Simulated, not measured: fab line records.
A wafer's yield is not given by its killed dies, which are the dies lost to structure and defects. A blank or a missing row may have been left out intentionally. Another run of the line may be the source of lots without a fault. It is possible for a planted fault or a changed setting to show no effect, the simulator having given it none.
fab line records ; flow sky130
[record] lots = 7; wafers = 21; lastDay = 50
route steps=708 shown LDD_LDN@294 SPACER@304 PAD_OPEN@708
lots with no fault: from the same line, run without faults
startH: hours from the record's opening day to when the first of the lot's shown wafers began ; waitH: hours since the lot's step before ; " the same as in the row above ; L1.1+2: a row that stands for several wafers ; - no value, or no start given ; * or withheld: withheld ; < > ~ a bound
route shown NAME@n: NAME is a module with steps in the file, n the number in the route of the first one ; usual: average and standard deviation across the fault-free wafers ; same: alike in all rows ; chamber/n: place in a boat ; sites: per-site readings ; _std_site: the standard deviation of these ; _edge_site: outer sites' mean less inner sites' ; radiusMm: how far each site lies from the wafer's centre ; mask NAME#n: copy n ; behind: tool/chamber where the wafer was last shaped ; hold: why the lot was held/for how many hours/how that ended ; device: transistor that didn't switch, given as n, p or np ; end of line: at the end of the route, the tests of the same wafers ; step lacking rows: just its recipe ; killed: dies lost to structure and defects at the first sort, not the wafer's yield ; map: a wafer's dies, x killed, . not, _ none there
set.NAME: setting as actually run; set.NAME@STEP: the setting as run at that earlier step ; model.NAME: the simulator's own value behind a step, which no gauge read
lots at selected steps of the route; one table per step, one row per wafer
services: the hour from which a tool's chamber was out of use, counted from the record's first day as startH (under 0 if before that day), plus the number of hours and why
[[steps]]
[step SKY_LDD_LDN_PEB_05]
[recipe] tempC = withheld; timeS = *; resist = NOVOLAK
[step SKY_LDD_LDN_DEVELOP_06]
[recipe] resist = NOVOLAK; developer = TMAH; developTimeS = 60; devTempC = 23
[step SKY_LDD_LDN_OVL_MEAS_07]
[usual] LDD_LDN_OVL = 0.2/1.4
lot.wafer;tool;chamber;startH;waitH;LDD_LDN_OVL[nm]
L314.1;overlay-01;-;565.09;0.1;0.9
L314.4;overlay-01;-;565.09;0.1;-0.7
L314.5;overlay-01;-;565.09;0.1;-1.4
L316.1;overlay-01;-;574.69;0.1;-2.1
L316.3;overlay-01;-;574.69;0.1;2.0
L316.6;overlay-01;-;574.69;0.1;-0.6
L328.1;overlay-01;-;669.23;0.1;0.4
L328.4;overlay-01;-;669.23;0.1;-0.8
L328.6;overlay-01;-;669.23;0.1;-2.2
L330.4;overlay-02;-;676.94;0.1;-1.2
L330.5;overlay-02;-;676.94;0.1;0.4
L330.6;overlay-02;-;676.94;0.1;0.4
L331.1;overlay-02;-;687.64;0.1;0.0
L331.2;overlay-02;-;687.64;0.1;-0.2
L331.3;overlay-02;-;687.64;0.1;-2.0
L333.2;overlay-01;-;704.65;0.1;0.2
L333.3;overlay-01;-;704.65;0.1;1.3
L333.4;overlay-01;-;704.65;0.1;-0.1
L335.1;overlay-02;-;716.73;0.1;-0.6
L335.2;overlay-02;-;716.73;0.1;1.0
L335.4;overlay-02;-;716.73;0.1;3.0
[step SKY_LDD_LDN_IMPLANT_08]
[recipe] species = As; energyKev = 15; doseCm2 = 1.25e+13; tiltDeg = withheld; rotationDeg = 23
[step SKY_LDD_LDN_IMPLANT_09]
[recipe] species = As; energyKev = 15; doseCm2 = 1.25e+13; tiltDeg = withheld; rotationDeg = 113
[step SKY_LDD_LDN_IMPLANT_10]
[recipe] species = As; energyKev = 15; doseCm2 = 1.25e+13; tiltDeg = withheld; rotationDeg = 203
[step SKY_LDD_LDN_IMPLANT_11]
[recipe] species = As; energyKev = 15; doseCm2 = 1.25e+13; tiltDeg = withheld; rotationDeg = 293
[step SKY_LDD_LDN_STRIP_12]
[recipe] chemistry = O2/N2; powerW = 1400; pressureMtorr = 1500; platenTempC = withheld; o2FlowSccm = 3000; n2FlowSccm = 300; overashFraction = 0.5
[usual] drypumpMotorCurrentA = 5.5/0.39; oesProductAu = 0.716/0.0041; stripTimeToEndpointS = 14.18/0.038
lot.wafer;tool;chamber;startH;waitH;drypumpMotorCurrentA;oesProductAu;rfHoursCounterH;stripTimeToEndpointS
L314.1;plasmaAsher-04;0;565.73;0.1;5.5;0.709;46;14.21
L314.4;plasmaAsher-04;0;565.73;0.1;5.5;0.711;-;14.23
L314.5;plasmaAsher-04;1;565.73;0.1;4.9;0.714;-;14.16
L316.1;plasmaAsher-01;0;575.33;0.1;5.4;0.715;87;14.23
L316.3;plasmaAsher-01;0;575.33;0.1;5.4;0.718;-;14.19
L316.6;plasmaAsher-01;1;575.33;0.1;5.3;0.709;-;14.22
L328.1;plasmaAsher-01;1;669.86;0.1;5.3;0.713;97;14.20
L328.4;plasmaAsher-01;0;669.86;0.1;5.4;0.712;-;14.21
L328.6;plasmaAsher-01;0;669.86;0.1;5.4;0.718;-;14.21
L330.4;plasmaAsher-01;0;677.60;0.1;5.4;0.710;-;14.22
L330.5;plasmaAsher-01;1;677.60;0.1;5.3;0.710;-;14.25
L330.6;plasmaAsher-01;0;677.60;0.1;5.4;0.716;-;14.21
L331.1;plasmaAsher-03;0;688.28;0.1;5.3;0.709;85;14.21
L331.2;plasmaAsher-03;1;688.28;0.1;6.2;0.716;85;14.20
L331.3;plasmaAsher-03;0;688.28;0.1;5.2;0.713;-;14.23
L333.2;plasmaAsher-01;1;705.28;0.1;5.3;0.715;100;14.15
L333.3;plasmaAsher-01;1;705.28;0.1;5.3;0.719;-;14.18
L333.4;plasmaAsher-01;0;705.28;0.1;5.4;0.715;-;14.14
L335.1;plasmaAsher-03;1;717.36;0.1;6.2;0.724;88;14.15
L335.2;plasmaAsher-03;0;717.36;0.1;5.2;0.718;88;14.11
L335.4;plasmaAsher-03;1;717.36;0.1;6.2;0.719;-;14.13
[step SKY_LDD_LDN_TW_MEAS_13]
[usual] LDD_LDN_TW = 1487/29
lot.wafer;tool;chamber;startH;waitH;LDD_LDN_TW
L314.1;filmMetro-04;-;565.83;0.1;1515
L314.4;filmMetro-04;-;565.83;0.1;1519
L314.5;filmMetro-04;-;565.83;0.1;1508
L316.1;filmMetro-01;-;575.43;0.1;1463
L316.3;filmMetro-01;-;575.43;0.1;1467
L316.6;filmMetro-01;-;575.43;0.1;1468
L328.1;filmMetro-04;-;669.96;0.1;1515
L328.4;filmMetro-04;-;669.96;0.1;1519
L328.6;filmMetro-04;-;669.96;0.1;1522
L330.4;filmMetro-01;-;677.69;0.1;1466
L330.5;filmMetro-01;-;677.69;0.1;1461
L330.6;filmMetro-01;-;677.69;0.1;1464
L331.1;filmMetro-02;-;688.38;0.1;1462
L331.2;filmMetro-02;-;688.38;0.1;1463
L331.3;filmMetro-02;-;688.38;0.1;1460
L333.2;filmMetro-04;-;705.39;0.1;1514
L333.3;filmMetro-04;-;705.39;0.1;1520
L333.4;filmMetro-04;-;705.39;0.1;1514
L335.1;filmMetro-04;-;717.46;0.1;1512
L335.2;filmMetro-04;-;717.46;0.1;1510
L335.4;filmMetro-04;-;717.46;0.1;1512
[step SKY_LDD_LDN_CLEAN_14]
[recipe] chemistry = SC1/SC2; mix = 1:4:20; tempC = 70; timeS = 150; dry = n2Spin
[step SKY_SPACER_CVD_00]
[recipe] material = Si3N4; precursor = DCS/NH3; targetThkNm = 43.1; tempC = 770; timeS = 740; pressureMtorr = 250
[step SKY_SPACER_THK_MEAS_01]
[recipe] reads = Si3N4_of_SPACER_CVD_00
[usual] SPACER_CVD_00_THK = 42.9/0.38
lot.wafer;tool;chamber;startH;waitH;SPACER_CVD_00_THK[nm]
L314.1;filmMetro-04;-;568.78;0.0;43.1
L314.4;filmMetro-04;-;568.78;0.0;43.2
L314.5;filmMetro-04;-;568.78;0.0;42.9
L316.1;filmMetro-04;-;576.74;0.0;43.3
L316.3;filmMetro-04;-;576.74;0.0;43.4
L316.6;filmMetro-04;-;576.74;0.0;43.6
L328.1;filmMetro-04;-;671.75;0.0;43.1
L328.4;filmMetro-04;-;671.75;0.0;43.2
L328.6;filmMetro-04;-;671.75;0.0;42.8
L330.4;filmMetro-03;-;679.01;0.0;42.1
L330.5;filmMetro-03;-;679.01;0.0;42.4
L330.6;filmMetro-03;-;679.01;0.0;42.7
L331.1;filmMetro-03;-;689.69;0.0;42.1
L331.2;filmMetro-03;-;689.69;0.0;42.5
L331.3;filmMetro-03;-;689.69;0.0;42.7
L333.2;filmMetro-03;-;706.70;0.0;42.7
L333.3;filmMetro-03;-;706.70;0.0;42.4
L333.4;filmMetro-03;-;706.70;0.0;42.7
L335.1;filmMetro-04;-;718.78;0.0;42.8
L335.2;filmMetro-04;-;718.78;0.0;42.8
L335.4;filmMetro-04;-;718.78;0.0;43.1
[step SKY_SPACER_ETCHBACK_02]
[recipe] chemistry = CH3F/O2; target = Si3N4; stopOn = SiO2; sourceW = 400; biasW = 80; pressureMtorr = 25; ch3fFlowSccm = 40; O2_flow_sccm = 30; timeS = 46.7; targetDepthA = 450
[usual] O2_flow_sccm = 29.99/0.091; biasW = 80.01/0.24; drypumpMotorCurrentA = 5.8/0.38; oesProductAu = 0.852/0.006; throttleValvePct = 10.563/0.0087
lot.wafer;tool;chamber;startH;waitH;O2_flow_sccm;biasW;drypumpMotorCurrentA;oesProductAu;rfHoursCounterH;throttleValvePct
L314.1;rieDiel-03;0;568.84;0.1;29.99;79.72;5.3;0.856;11;10.557
L314.4;rieDiel-03;2;568.84;0.1;29.96;80.16;6.2;0.853;3;10.557
L314.5;rieDiel-03;2;568.84;0.1;29.94;80.49;6.1;0.854;-;10.554
L316.1;rieDiel-02;3;576.80;0.1;30.02;79.78;5.8;0.857;34;10.559
L316.3;rieDiel-02;0;576.80;0.1;30.10;79.75;5.1;0.856;9;10.571
L316.6;rieDiel-02;3;576.80;0.1;29.95;80.02;5.8;0.862;-;10.539
L328.1;rieDiel-02;3;671.81;0.1;-;-;-;-;-;-
L328.4;rieDiel-02;2;671.81;0.1;-;-;-;-;-;-
L328.6;rieDiel-02;2;671.81;0.1;-;-;-;-;-;-
L330.4;rieDiel-03;1;679.04;0.0;-;-;-;-;-;-
L330.5;rieDiel-03;1;679.04;0.0;-;-;-;-;-;-
L330.6;rieDiel-03;0;679.04;0.0;-;-;-;-;-;-
L331.1;rieDiel-03;1;689.75;0.1;-;-;-;-;-;-
L331.2;rieDiel-03;2;689.75;0.1;-;-;-;-;-;-
L331.3;rieDiel-03;3;689.75;0.1;-;-;-;-;-;-
L333.2;rieDiel-04;1;706.75;0.0;29.81;80.20;5.1;0.847;4;10.577
L333.3;rieDiel-04;3;706.75;0.0;29.95;80.39;6.0;0.849;3;10.563
L333.4;rieDiel-04;0;706.75;0.0;29.93;80.37;5.8;0.852;8;10.555
L335.1;rieDiel-03;3;718.84;0.1;30.07;80.09;6.2;0.853;7;10.555
L335.2;rieDiel-03;1;718.84;0.1;30.03;80.04;5.7;0.848;6;10.559
L335.4;rieDiel-03;0;718.84;0.1;30.06;79.98;5.3;0.860;14;10.553
[step SKY_PAD_OPEN_PROBE_99]
[usual] defectLimitedYield = 82.5/2.1; killed_at_M0_to_M3 = 44/7.3; killed_at_M4_up = 3.4/1.8; killedAtContacts = 24/5.8; killedAtFrontEnd = 15/4.9; killedAtOther = 0.4/0.63; killedDies = 86/11; killedOpen = 47/8; killedShort = 39/6.5; sort_bin_3_pad_short = 0.9/0.38; sort_bin_5_function = 10.4/1.6; sort_bin_6_memory = 6.2/1.2; sortNPass = 406/11; sortYieldPct = 82.5/2.1
[same] grossDies = 492; killedAtBackSide = 0; sort_bin_4_leakage[%] = 0; sort_bin_8_speed[%] = 0
lot.wafer;tool;chamber;startH;waitH;defectLimitedYield[%];killed_at_M0_to_M3;killed_at_M4_up;killedAtContacts;killedAtFrontEnd;killedAtOther;killedDies;killedOpen;killedShort;sort_bin_3_pad_short[%];sort_bin_5_function[%];sort_bin_6_memory[%];sortNPass;sortYieldPct[%]
L314.1;prober-02;-;1106.75;0.1;82.7;50;4;19;11;1;85;45;40;1.0;9.8;6.5;407;82.7
L314.4;prober-02;-;1106.90;0.2;83.9;42;3;23;10;1;79;32;46;1.6;9.1;5.3;413;83.9
L314.5;prober-02;-;1106.95;0.2;82.5;54;2;19;11;0;86;50;35;0.6;11.4;5.5;406;82.5
L316.1;prober-01;-;1108.95;0.1;80.1;59;2;24;12;1;98;52;46;1.2;10.4;8.3;394;80.1
L316.3;prober-01;-;1109.05;0.2;82.1;47;3;29;9;0;88;43;45;1.0;8.5;8.3;404;82.1
L316.6;prober-01;-;1109.20;0.2;79.7;53;6;29;12;0;100;58;42;1.0;11.8;7.5;392;79.7
L333.2;prober-02;-;1191.45;0.1;78.9;47;4;30;23;0;104;57;47;1.6;12.8;6.7;388;78.9
L333.3;prober-02;-;1191.50;0.2;78.5;63;3;26;14;0;106;61;45;0.8;12.0;8.7;386;78.5
L333.4;prober-02;-;1191.55;0.2;80.3;49;4;21;23;0;97;52;45;0.8;12.8;6.1;395;80.3
L335.1;prober-01;-;1200.56;0.1;82.7;34;5;27;19;0;85;39;46;0.8;10.2;6.3;407;82.7
L335.2;prober-01;-;1200.61;0.1;85.0;33;3;24;14;0;74;38;36;0.6;7.7;6.7;418;85.0
L335.4;prober-01;-;1200.71;0.2;81.5;49;2;28;12;0;91;50;41;1.0;10.4;7.1;401;81.5
// killed by level:class
L314.1 CONTACT:geometricParticle:open=10 VIA3:geometricParticle:open=10 VIA2:geometricParticle:open=9 METAL2:geometricParticle:short=8 METAL1:geometricParticle:short=6 VIA1:geometricParticle:open=6 VIA1:geometricParticle:short=5 LI_CONTACT:geometricParticle:open=4
L314.4 VIA1:geometricParticle:short=10 CONTACT:geometricParticle:open=9 METAL1:geometricParticle:short=8 VIA1:geometricParticle:open=7 LOCAL_INTERCONNECT:geometricParticle:short=4 METAL2:geometricParticle:short=4 LI_CONTACT:geometricParticle:open=3 LI_CONTACT:geometricParticle:short=3
L314.5 VIA1:geometricParticle:open=19 VIA1:geometricParticle:short=8 VIA2:geometricParticle:open=7 CONTACT:geometricParticle:open=6 VIA3:geometricParticle:open=6 LOCAL_INTERCONNECT:geometricParticle:short=5 METAL2:geometricParticle:short=5 FIELD_ISO:geometricParticle:open=4
L316.1 VIA1:geometricParticle:open=13 CONTACT:geometricParticle:open=11 METAL1:geometricParticle:short=9 VIA1:geometricParticle:short=9 VIA3:geometricParticle:open=8 METAL2:geometricParticle:short=7 LI_CONTACT:geometricParticle:open=5 LOCAL_INTERCONNECT:geometricParticle:short=5
L316.3 VIA1:geometricParticle:open=10 CONTACT:geometricParticle:open=10 LOCAL_INTERCONNECT:geometricParticle:short=9 VIA3:geometricParticle:open=7 VIA1:geometricParticle:short=6 VIA2:geometricParticle:open=6 LI_CONTACT:geometricParticle:short=5 METAL1:geometricParticle:short=5
L316.6 VIA1:geometricParticle:open=12 CONTACT:geometricParticle:open=9 VIA2:geometricParticle:open=9 VIA3:geometricParticle:open=8 METAL2:geometricParticle:short=7 LI_CONTACT:geometricParticle:open=7 CONTACT:geometricParticle:short=6 LI_CONTACT:geometricParticle:short=4
L333.2 VIA1:geometricParticle:open=12 CONTACT:geometricParticle:open=11 FIELD_ISO:geometricParticle:short=10 LI_CONTACT:geometricParticle:open=9 METAL2:geometricParticle:short=7 METAL1:geometricParticle:short=6 VIA2:geometricParticle:open=5 VIA3:geometricParticle:open=5
L333.3 VIA1:geometricParticle:open=15 CONTACT:geometricParticle:open=9 METAL2:geometricParticle:short=9 VIA2:geometricParticle:open=9 VIA3:geometricParticle:open=8 LI_CONTACT:geometricParticle:open=6 POLY_GATE:geometricParticle:open=5 CONTACT:geometricParticle:short=5
L333.4 VIA1:geometricParticle:open=12 CONTACT:geometricParticle:open=10 VIA2:geometricParticle:open=8 FIELD_ISO:geometricParticle:short=6 METAL2:geometricParticle:short=6 POLY_GATE:geometricParticle:short=5 METAL3:geometricParticle:short=5 FIELD_ISO:geometricParticle:open=4
L335.1 LOCAL_INTERCONNECT:geometricParticle:short=8 VIA1:geometricParticle:open=7 CONTACT:geometricParticle:open=7 METAL1:geometricParticle:short=7 FIELD_ISO:geometricParticle:short=5 FIELD_ISO:geometricParticle:open=5 LI_CONTACT:geometricParticle:open=5 VIA1:geometricParticle:short=4
L335.2 METAL1:geometricParticle:short=9 LI_CONTACT:geometricParticle:open=8 CONTACT:geometricParticle:open=7 VIA1:geometricParticle:open=6 CONTACT:geometricParticle:short=5 FIELD_ISO:geometricParticle:open=4 FIELD_ISO:geometricParticle:short=3 SPACER:geometricParticle:open=3
L335.4 VIA1:geometricParticle:open=11 LI_CONTACT:geometricParticle:open=10 CONTACT:geometricParticle:open=9 VIA2:geometricParticle:open=7 VIA2:geometricParticle:short=6 VIA3:geometricParticle:short=6 VIA1:geometricParticle:short=5 LOCAL_INTERCONNECT:geometricParticle:short=4
[[services]]
tool;chamber;startH;hours;kind
rieDiel-02;3;549.60;4.9;repair
rieDiel-04;3;554.73;14.7;repair
rieDiel-04;-;558.31;2.8;pm
rieDiel-02;3;560.53;5.4;repair
rieDiel-04;0;561.20;4.6;repair
plasmaAsher-03;-;566.59;14.6;pm
rieDiel-04;3;569.42;-;clean
rieDiel-04;3;569.42;14.6;scheduledDown
rieDiel-04;3;569.42;14.6;ventCycle
rieDiel-02;-;583.17;15.6;pm
rieDiel-03;1;617.92;2.2;repair
plasmaAsher-04;-;618.87;3.2;repair
rieDiel-03;-;622.53;2.8;pm
plasmaAsher-03;-;662.43;1.5;repair
rieDiel-04;2;673.12;32.8;repair
[[key]]
[firstSign] step = SKY_SPACER_ETCHBACK_02; reading = toolRecord; direction = missing
effect none on later readings
metAt SKY_SPACER_ETCHBACK_02
struckWafers L328.1,L328.4,L328.6,L330.4,L330.5,L330.6,L331.1,L331.2,L331.3
rowsEnd L328.1,L328.4,L328.6,L330.4,L330.5,L330.6,L331.1,L331.2,L331.3
onsetBetween 576.80 671.81
[fault] kind = skippedStepWhole; tool = rieDiel-02,rieDiel-03; chamber = -; onsetH = 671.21; steps = SKY_SPACER_ETCHBACK_02; scope = struckLotsOnly
// rowsEnd: these wafers met a further fault down the route, and their rows from its step on are left out
